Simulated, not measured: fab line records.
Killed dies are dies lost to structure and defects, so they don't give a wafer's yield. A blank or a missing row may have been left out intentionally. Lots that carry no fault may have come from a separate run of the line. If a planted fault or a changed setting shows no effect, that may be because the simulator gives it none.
fab line records | flow sky130
record: lots: 5 | wafers: 15 | lastDay: 50
route steps=708 shown VT_ADJUST_HVTP@89 VT_ADJUST_LVTN@97 PAD_OPEN@708
lots with no fault: from the same line, run without faults
startH: hours from the record's first day to the start of the lot's first wafer shown | waitH: time in hours since the lot's previous step | " the same as in the row above | L1.1+2: a single row standing in for several wafers | - either no value or no given start | * or withheld: withheld | < > ~ a bound
route shown NAME@n: NAME is a module with steps in the file, n the number in the route of the first one | usual: average and standard deviation across the fault-free wafers | same: alike in all rows | chamber/n: place in a boat | sites: readings site by site | _std_site: standard deviation of those values | _edge_site: outer sites' mean less inner sites' | radiusMm: for every site, how far away it sits from the centre of the wafer | mask NAME#n: copy n | behind: tool/chamber where the wafer was last shaped | hold: reason for holding the lot/hours on hold/outcome of the hold | device: names the non-switching transistor (n, p or np) | end of line: tests of these same wafers at the route's end | a step with no rows: only its recipe | killed: dies lost to structure and defects at the first sort, not the wafer's yield | map: the dies of a wafer, with x for killed, . for not killed, _ for no die there
set.NAME: the run value of the setting; set.NAME@STEP: its run value at that earlier step | model.NAME: the simulator's own value behind a step, which no gauge read
a table for each step, a row for each wafer; lots at some steps of the route
services: a tool's chamber out of use, with start hour (startH, from the record's first day; less than 0 if before it), hours out, and reason
== steps ==
step: SKY_VT_ADJUST_HVTP_EXPOSE_04
recipe: maskId: HVTPM | na: 0.6 | sourceShape: conventional | sigmaOuter: 0.6 | polarization: unpolarized | targetCdNm: 380 | doseMj: 140
step: SKY_VT_ADJUST_HVTP_PEB_05
recipe: tempC: withheld | timeS: * | resist: NOVOLAK
step: SKY_VT_ADJUST_HVTP_DEVELOP_06
recipe: resist: NOVOLAK | developer: TMAH | developTimeS: 60 | devTempC: 23
step: SKY_VT_ADJUST_HVTP_CD_MEAS_07
recipe: targetCdNm: 380
usual: cdNm: 381/3.2
lot.wafer | tool     | chamber | startH | waitH | cdNm
L251.1    | cdSem-02 | -       | 131.10 | 0.1   | 380
L251.3    | "        | -       | "      | "     | 381
L251.6    | "        | -       | "      | "     | 380
L255.2    | cdSem-02 | -       | 155.49 | 0.1   | 375
L255.3    | "        | -       | "      | "     | 376
L255.5    | "        | -       | "      | "     | 376
L265.1    | cdSem-02 | -       | 216.22 | 0.1   | 385
L265.2    | "        | -       | "      | "     | 387
L265.4    | "        | -       | "      | "     | 387
L266.1    | cdSem-01 | -       | 222.57 | 0.1   | 388
L266.4    | "        | -       | "      | "     | 387
L266.5    | "        | -       | "      | "     | 387
L267.1    | cdSem-01 | -       | 231.72 | 0.1   | 381
L267.3    | "        | -       | "      | "     | 386
L267.6    | "        | -       | "      | "     | 384
step: SKY_VT_ADJUST_HVTP_OVL_MEAS_08
usual: VT_ADJUST_HVTP_OVL: -0.8/1.4
lot.wafer | tool       | chamber | startH | waitH | VT_ADJUST_HVTP_OVL[nm]
L251.1    | overlay-01 | -       | 131.22 | 0.1   | -0.5
L251.3    | "          | -       | "      | "     | 0.5
L251.6    | "          | -       | "      | "     | -0.4
L255.2    | overlay-01 | -       | 155.59 | 0.1   | -0.7
L255.3    | "          | -       | "      | "     | -0.7
L255.5    | "          | -       | "      | "     | -0.9
L265.1    | overlay-01 | -       | 216.34 | 0.1   | -2.3
L265.2    | "          | -       | "      | "     | -3.4
L265.4    | "          | -       | "      | "     | -3.4
L266.1    | overlay-01 | -       | 222.69 | 0.1   | -0.6
L266.4    | "          | -       | "      | "     | -0.5
L266.5    | "          | -       | "      | "     | -0.5
L267.1    | overlay-01 | -       | 231.84 | 0.1   | 0.3
L267.3    | "          | -       | "      | "     | 0.7
L267.6    | "          | -       | "      | "     | 1.2
step: SKY_VT_ADJUST_HVTP_IMPLANT_09
recipe: species: As | energyKev: 150 | doseCm2: 4.3e+12 | tiltDeg: withheld
step: SKY_VT_ADJUST_HVTP_STRIP_10
recipe: chemistry: O2/N2 | powerW: 1400 | pressureMtorr: 1500 | platenTempC: withheld | o2FlowSccm: 3000 | n2FlowSccm: 300 | overashFraction: 0.5
usual: drypumpMotorCurrentA: 5.7/0.39 | oesProductAu: 0.716/0.0047 | stripTimeToEndpointS: 14.16/0.042
lot.wafer | tool           | chamber | startH | waitH | drypumpMotorCurrentA | oesProductAu | rfHoursCounterH | stripTimeToEndpointS
L251.1    | plasmaAsher-04 | 1       | 131.41 | 0.1   | 6.3                  | 0.706        | 43              | 14.17
L251.3    | "              | 0       | "      | "     | 5.6                  | 0.709        | -               | 14.18
L251.6    | "              | 0       | "      | "     | 5.6                  | 0.717        | -               | 14.17
L255.2    | plasmaAsher-03 | 0       | 155.77 | 0.1   | 5.3                  | 0.711        | 4               | 14.23
L255.3    | "              | 0       | "      | "     | 5.3                  | 0.714        | -               | 14.21
L255.5    | "              | 1       | "      | "     | 5.2                  | 0.713        | -               | 14.19
L265.1    | plasmaAsher-04 | 0       | 216.52 | 0.1   | 5.6                  | 0.713        | 50              | 14.11
L265.2    | "              | 1       | "      | "     | 6.3                  | 0.720        | 50              | 14.10
L265.4    | "              | 1       | "      | "     | 6.3                  | 0.713        | -               | 14.10
L266.1    | plasmaAsher-02 | 0       | 222.87 | 0.1   | 5.6                  | 0.719        | 43              | 14.12
L266.4    | "              | 1       | "      | "     | 6.1                  | 0.718        | -               | 14.12
L266.5    | "              | 0       | "      | "     | 5.6                  | 0.717        | -               | 14.13
L267.1    | plasmaAsher-04 | 0       | 232.03 | 0.1   | 5.6                  | 0.714        | 51              | 14.18
L267.3    | "              | 1       | "      | "     | 6.3                  | 0.710        | -               | 14.14
L267.6    | "              | 1       | "      | "     | 6.3                  | 0.717        | -               | 14.13
step: SKY_VT_ADJUST_HVTP_TW_MEAS_11
usual: VT_ADJUST_HVTP_TW: 1355/9.7
lot.wafer | tool         | chamber | startH | waitH | VT_ADJUST_HVTP_TW
L251.1    | filmMetro-04 | -       | 131.51 | 0.1   | 1366
L251.3    | "            | -       | "      | "     | 1362
L251.6    | "            | -       | "      | "     | 1363
L255.2    | filmMetro-03 | -       | 155.88 | 0.1   | 1359
L255.3    | "            | -       | "      | "     | 1366
L255.5    | "            | -       | "      | "     | 1363
L265.1    | filmMetro-04 | -       | 216.62 | 0.1   | 1363
L265.2    | "            | -       | "      | "     | 1358
L265.4    | "            | -       | "      | "     | 1360
L266.1    | filmMetro-03 | -       | 222.97 | 0.1   | 1357
L266.4    | "            | -       | "      | "     | 1348
L266.5    | "            | -       | "      | "     | 1347
L267.1    | filmMetro-04 | -       | 232.13 | 0.1   | 1349
L267.3    | "            | -       | "      | "     | 1356
L267.6    | "            | -       | "      | "     | 1353
step: SKY_VT_ADJUST_LVTN_DEHYDRATE_00
recipe: tempC: 200 | timeS: 60
step: SKY_VT_ADJUST_LVTN_HMDS_01
recipe: primeTimeS: 60 | primeTempC: 120
step: SKY_VT_ADJUST_LVTN_COAT_02
recipe: spinRpm: 2000 | resistThkNm: 3000
step: SKY_VT_ADJUST_LVTN_SOFTBAKE_03
recipe: tempC: 110 | timeS: withheld
step: SKY_VT_ADJUST_LVTN_EXPOSE_04
recipe: maskId: NWM_COMPLEMENT_LESS_NATIVE | na: 0.6 | sourceShape: conventional | sigmaOuter: 0.6 | polarization: unpolarized | targetCdNm: 840 | doseMj: 194
usual: reticleTempC: 22.99/0.097
lot.wafer | tool            | chamber | startH | waitH | mask                         | reticleTempC
L251.1    | ilineStepper-01 | 0       | 140.85 | -     | NWM_COMPLEMENT_LESS_NATIVE#0 | 23.08
L251.3    | "               | 0       | "      | "     | NWM_COMPLEMENT_LESS_NATIVE#0 | 23.21
L251.6    | "               | 0       | "      | "     | NWM_COMPLEMENT_LESS_NATIVE#0 | 23.33
L255.2    | ilineStepper-02 | 0       | 165.76 | -     | NWM_COMPLEMENT_LESS_NATIVE#0 | 22.90
L255.3    | "               | 0       | "      | "     | NWM_COMPLEMENT_LESS_NATIVE#0 | 22.93
L255.5    | "               | 0       | "      | "     | NWM_COMPLEMENT_LESS_NATIVE#0 | 22.97
L265.1    | ilineStepper-01 | 0       | 228.14 | -     | NWM_COMPLEMENT_LESS_NATIVE#0 | 23.09
L265.2    | "               | 0       | "      | "     | NWM_COMPLEMENT_LESS_NATIVE#0 | 23.00
L265.4    | "               | 0       | "      | "     | NWM_COMPLEMENT_LESS_NATIVE#0 | 22.98
L266.1    | ilineStepper-02 | 0       | 234.53 | -     | NWM_COMPLEMENT_LESS_NATIVE#0 | 23.07
L266.4    | "               | 0       | "      | "     | NWM_COMPLEMENT_LESS_NATIVE#0 | 23.10
L266.5    | "               | 0       | "      | "     | NWM_COMPLEMENT_LESS_NATIVE#0 | 23.02
L267.1    | ilineStepper-02 | 0       | 242.72 | -     | NWM_COMPLEMENT_LESS_NATIVE#0 | 23.05
L267.3    | "               | 0       | "      | "     | NWM_COMPLEMENT_LESS_NATIVE#0 | 23.17
L267.6    | "               | 0       | "      | "     | NWM_COMPLEMENT_LESS_NATIVE#0 | 23.08
step: SKY_VT_ADJUST_LVTN_PEB_05
recipe: tempC: 115 | timeS: withheld
step: SKY_VT_ADJUST_LVTN_DEVELOP_06
recipe: wallAngleDeg: 90 | developer: TMAH | developTimeS: 58.4 | devTempC: 23
lot.wafer | tool          | chamber | startH | waitH | model.VT_ADJUST_LVTN.cdNm
L251.1    | lithoTrack-02 | 0       | -      | -     | 829
L251.3    | "             | 0       | "      | "     | 829.9
L251.6    | "             | 0       | "      | "     | 828.4
L255.2    | lithoTrack-04 | 0       | -      | -     | 832.7
L255.3    | "             | 0       | "      | "     | 833.1
L255.5    | "             | 0       | "      | "     | 832.4
L265.1    | lithoTrack-02 | 0       | -      | -     | 844.5
L265.2    | "             | 0       | "      | "     | 847.4
L265.4    | "             | 0       | "      | "     | 850.4
L266.1    | lithoTrack-01 | 0       | -      | -     | 834.8
L266.4    | "             | 0       | "      | "     | 829.8
L266.5    | "             | 0       | "      | "     | 830.3
L267.1    | lithoTrack-02 | 0       | -      | -     | 825.4
L267.3    | "             | 0       | "      | "     | 826.4
L267.6    | "             | 0       | "      | "     | 825.7
step: SKY_VT_ADJUST_LVTN_OVL_MEAS_07
usual: VT_ADJUST_LVTN_OVL: -0.4/1.5
lot.wafer | tool       | chamber | startH | waitH | VT_ADJUST_LVTN_OVL[nm]
L251.1    | overlay-02 | -       | 149.97 | -     | -2.0
L251.3    | "          | -       | "      | "     | -3.9
L251.6    | "          | -       | "      | "     | -1.5
L255.2    | overlay-01 | -       | 176.51 | -     | -3.2
L255.3    | "          | -       | "      | "     | 0.1
L255.5    | "          | -       | "      | "     | 0.8
L265.1    | overlay-02 | -       | 239.32 | -     | 0.1
L265.2    | "          | -       | "      | "     | -0.5
L265.4    | "          | -       | "      | "     | -0.2
L266.1    | overlay-02 | -       | 245.05 | -     | 3.6
L266.4    | "          | -       | "      | "     | 1.6
L266.5    | "          | -       | "      | "     | 2.9
L267.1    | overlay-01 | -       | 254.32 | -     | 1.5
L267.3    | "          | -       | "      | "     | 2.2
L267.6    | "          | -       | "      | "     | 2.2
step: SKY_PAD_OPEN_PROBE_99
usual: killed_at_M0_to_M3: 43/7.3 | killed_at_M4_up: 3.4/2.1 | killedAtContacts: 24/5.9 | killedAtFrontEnd: 14/4 | killedAtOther: 0.3/0.54 | killedDies: 85/10 | killedOpen: 46/7.7 | killedShort: 38/6
same: grossDies: 492 | killedAtBackSide: 0
lot.wafer | tool      | chamber | startH  | waitH | killed_at_M0_to_M3 | killed_at_M4_up | killedAtContacts | killedAtFrontEnd | killedAtOther | killedDies | killedOpen | killedShort
L251.1    | prober-02 | -       | 1100.16 | 0.1   | 39                 | 4               | 26               | 14               | 0             | 83         | 38         | 45
L251.3    | prober-02 | -       | 1100.26 | 0.2   | 39                 | 13              | 23               | 17               | 0             | 92         | 54         | 38
L251.6    | prober-02 | -       | 1100.41 | 0.2   | 38                 | 2               | 24               | 18               | 0             | 82         | 47         | 35
L265.1    | prober-02 | -       | 1178.82 | 0.1   | 37                 | 3               | 28               | 11               | 0             | 79         | 47         | 32
L265.2    | prober-02 | -       | 1178.87 | 0.1   | 46                 | 3               | 21               | 16               | 0             | 86         | 54         | 31
L265.4    | prober-02 | -       | 1178.97 | 0.2   | 38                 | 3               | 13               | 19               | 1             | 74         | 40         | 33
L266.1    | prober-01 | -       | 1183.94 | 0.1   | 52                 | 1               | 18               | 11               | 0             | 82         | 43         | 39
L266.4    | prober-01 | -       | 1184.09 | 0.2   | 61                 | 2               | 20               | 8                | 0             | 91         | 56         | 35
L266.5    | prober-01 | -       | 1184.14 | 0.2   | 35                 | 1               | 22               | 12               | 0             | 70         | 33         | 35
L267.1    | prober-02 | -       | 1192.42 | 0.1   | 47                 | 6               | 22               | 15               | 1             | 91         | 50         | 41
L267.3    | prober-02 | -       | 1192.52 | 0.2   | 51                 | 4               | 19               | 10               | 1             | 85         | 39         | 46
L267.6    | prober-02 | -       | 1192.67 | 0.2   | 36                 | 1               | 23               | 18               | 1             | 79         | 42         | 35
killed by level:class
L251.1 CONTACT:geometricParticle:open=9 METAL2:geometricParticle:short=8 LI_CONTACT:geometricParticle:open=6 METAL3:geometricParticle:short=6 LOCAL_INTERCONNECT:geometricParticle:short=5 CONTACT:geometricParticle:short=5 VIA2:geometricParticle:open=5 VIA2:geometricParticle:short=4
L251.3 VIA1:geometricParticle:open=11 LI_CONTACT:geometricParticle:open=10 VIA2:geometricParticle:open=9 METAL4:geometricParticle:short=8 FIELD_ISO:geometricParticle:short=6 CONTACT:geometricParticle:short=6 CONTACT:geometricParticle:open=6 METAL1:geometricParticle:short=5
L251.6 LI_CONTACT:geometricParticle:open=11 CONTACT:geometricParticle:open=7 VIA1:geometricParticle:open=7 METAL2:geometricParticle:short=7 VIA2:geometricParticle:short=6 VIA3:geometricParticle:open=5 FIELD_ISO:geometricParticle:open=4 FIELD_ISO:geometricParticle:short=4
L265.1 CONTACT:geometricParticle:open=14 VIA1:geometricParticle:open=10 LI_CONTACT:geometricParticle:open=7 VIA2:geometricParticle:short=6 VIA1:geometricParticle:short=5 VIA3:geometricParticle:open=4 POLY_GATE:geometricParticle:short=3 POLY_GATE:geometricParticle:open=3
L265.2 VIA1:geometricParticle:open=16 CONTACT:geometricParticle:open=8 LI_CONTACT:geometricParticle:open=7 POLY_GATE:geometricParticle:short=6 VIA1:geometricParticle:short=6 VIA3:geometricParticle:open=6 VIA2:geometricParticle:open=5 POLY_GATE:geometricParticle:open=4
L265.4 VIA1:geometricParticle:open=10 POLY_GATE:geometricParticle:open=7 VIA3:geometricParticle:open=7 FIELD_ISO:geometricParticle:short=5 LI_CONTACT:geometricParticle:open=5 POLY_GATE:geometricParticle:short=4 LOCAL_INTERCONNECT:geometricParticle:short=4 METAL1:geometricParticle:short=4
L266.1 METAL1:geometricParticle:short=8 VIA2:geometricParticle:open=7 VIA3:geometricParticle:open=7 LI_CONTACT:geometricParticle:open=6 CONTACT:geometricParticle:open=6 VIA1:geometricParticle:open=6 VIA1:geometricParticle:short=5 METAL2:geometricParticle:short=5
L266.4 VIA1:geometricParticle:open=14 VIA2:geometricParticle:open=13 CONTACT:geometricParticle:open=8 VIA3:geometricParticle:open=6 LI_CONTACT:geometricParticle:open=5 VIA2:geometricParticle:short=5 METAL2:geometricParticle:short=5 CONTACT:geometricParticle:short=4
L266.5 CONTACT:geometricParticle:open=9 METAL1:geometricParticle:short=6 LI_CONTACT:geometricParticle:open=5 VIA1:geometricParticle:open=4 METAL2:geometricParticle:short=4 CONTACT:geometricParticle:short=4 VIA1:geometricParticle:short=4 VIA3:geometricParticle:open=4
L267.1 VIA1:geometricParticle:open=11 CONTACT:geometricParticle:open=10 VIA2:geometricParticle:open=8 VIA3:geometricParticle:open=8 FIELD_ISO:geometricParticle:short=5 LOCAL_INTERCONNECT:geometricParticle:short=5 METAL1:geometricParticle:short=5 METAL2:geometricParticle:short=5
L267.3 VIA3:geometricParticle:open=9 CONTACT:geometricParticle:open=8 VIA2:geometricParticle:open=7 METAL2:geometricParticle:short=6 CONTACT:geometricParticle:short=6 METAL1:geometricParticle:short=5 VIA1:geometricParticle:open=5 VIA3:geometricParticle:short=5
L267.6 CONTACT:geometricParticle:open=11 VIA1:geometricParticle:open=11 FIELD_ISO:geometricParticle:short=7 VIA3:geometricParticle:open=6 LI_CONTACT:geometricParticle:open=6 METAL2:geometricParticle:short=4 FIELD_ISO:geometricParticle:open=3 POLY_GATE:geometricParticle:open=3
== services ==
tool            | chamber | startH | hours | kind
plasmaAsher-03  | -       | 108.75 | 9.0   | pm
plasmaAsher-03  | 0       | 108.75 | 9.0   | ventCycle
plasmaAsher-03  | 1       | 108.75 | 9.0   | ventCycle
plasmaAsher-03  | 0       | 117.75 | -     | clean
plasmaAsher-03  | 1       | 117.75 | -     | clean
ilineStepper-02 | -       | 119.55 | 5.2   | repair
plasmaAsher-02  | -       | 123.05 | 1.7   | repair
plasmaAsher-02  | -       | 125.45 | 3.9   | repair
plasmaAsher-04  | -       | 144.76 | 23.9  | pm
ilineStepper-02 | -       | 148.01 | 5.8   | repair
plasmaAsher-03  | -       | 158.51 | 19.9  | repair
ilineStepper-01 | -       | 181.06 | 1.7   | pm
plasmaAsher-02  | -       | 184.59 | 14.6  | pm
ilineStepper-01 | 0       | 224.55 | -     | calibration
ilineStepper-02 | 0       | 234.29 | -     | calibration
ilineStepper-02 | -       | 251.59 | 1.7   | pm
== key ==
firstSign none at tools or gauges
modelEffect: step: SKY_VT_ADJUST_LVTN_DEVELOP_06 | value: VT_ADJUST_LVTN.cdNm | without: 836.4 | struck: 847.5
metAt SKY_VT_ADJUST_LVTN_EXPOSE_04
struckWafers L265.1,L265.2,L265.4
testerLeftOut L265
onsetBetween 140.85 228.14
fault: kind: processParameterDrift | tool: ilineStepper-01 | chamber: - | onsetH: 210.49 | steps: SKY_VT_ADJUST_LVTN_EXPOSE_04 | channel: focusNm | offset: 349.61 | spreadByWafer: 0.3 | shape: step | endH: 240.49
testerLeftOut: of these lots the tester's yield and bins aren't shown, on N5 and GAA mostly nor the transistor test; their killed dies are dies lost to structure and defects alone, not to doping, threshold or leakage, so they don't give the yield
